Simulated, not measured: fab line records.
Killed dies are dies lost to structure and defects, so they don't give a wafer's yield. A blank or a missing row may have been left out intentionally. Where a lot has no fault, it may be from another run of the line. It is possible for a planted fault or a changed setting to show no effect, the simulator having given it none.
Which tool was responsible? ; flow sky130 ; 18 wafers from 6 lots sampled at 3 of the route's 708 steps

== WHAT THE GAUGES SHOWED, per wafer ==
SKY_VT_ADJUST_NCORE_TW_MEAS_11.
lot;measured;on;VT_ADJUST_NCORE_TW
L945;day 9 12:15;film metro-01;219.3 219.3 219.8
L949;day 10 18:19;film metro-02;218.9 219.1 219.8
L953;day 11 19:43;film metro-02;218.6 219.6 218.9
L956;day 12 20:32;film metro-02;218.8 219.4 220.7
L962;day 14 14:42;film metro-01;30.0 30.1 30.1 30.2 29.9 29.8
L964;day 15 03:48;film metro-04;217.3 217.3 217.0

== EACH LOT AND THE TOOL THAT RAN IT (in order: tool; ch and the chambers of the sampled wafers; start) ==
lot;SKY_VT_ADJUST_LVTN_STRIP_20;SKY_VT_ADJUST_NCORE_STRIP_10
L945;plasma asher-01 ch 1, day 8 14:04;plasma asher-04 ch 0,1, day 9 12:09
L949;plasma asher-03 ch 0,1, day 9 19:08;plasma asher-01 ch 0,1, day 10 18:14
L953;plasma asher-01 ch 1, day 10 19:52;plasma asher-04 ch 1, day 11 19:36
L956;plasma asher-01 ch 0,1, day 11 19:11;plasma asher-04 ch 0,1, day 12 20:26
L962;plasma asher-02 ch 0,1, day 13 11:40;plasma asher-02 ch 0,1, day 14 14:36
L964;plasma asher-01 ch 0,1, day 14 00:28;plasma asher-01 ch 0,1, day 15 03:43
- SKY_VT_ADJUST_LVTN_STRIP_20: strips in O2/N2.
- SKY_VT_ADJUST_NCORE_STRIP_10: strips in O2/N2.

== THE ANSWER, worked out from the rows above alone ==
Rule: what is usual is taken from the lots themselves. The widest of any qualifying gaps counts: lots, ordered by their means at a reading, are off when they make up no more than a third of the lots, leave a main group of 4 or more, and stand apart from it by 3 or more times the standard deviation of that group's means. A main group is skipped when, at the precision printed for the reading in the tables above, its means are all equal. Also off: a lot with no number at a reading for which 4 or more lots have one. Any other lot the step has rows for is counted as sound.
Off: at SKY_VT_ADJUST_NCORE_TW_MEAS_11 (VT_ADJUST_NCORE_TW), L962. The main group: mean 218.9, standard deviation 0.88.
If a tool, at a process step before that reading, ran all the lots that are off and no sound lot after the first of them, it fits. Gauges at SKY_VT_ADJUST_NCORE_TW_MEAS_11: tried the same way as those tools. This does not decide it: 2 tools fit, namely plasma asher-02 at SKY_VT_ADJUST_LVTN_STRIP_20 and SKY_VT_ADJUST_NCORE_STRIP_10 and film metro-01 at SKY_VT_ADJUST_NCORE_TW_MEAS_11.

== WHAT THE SIMULATOR HAD PUT IN ==
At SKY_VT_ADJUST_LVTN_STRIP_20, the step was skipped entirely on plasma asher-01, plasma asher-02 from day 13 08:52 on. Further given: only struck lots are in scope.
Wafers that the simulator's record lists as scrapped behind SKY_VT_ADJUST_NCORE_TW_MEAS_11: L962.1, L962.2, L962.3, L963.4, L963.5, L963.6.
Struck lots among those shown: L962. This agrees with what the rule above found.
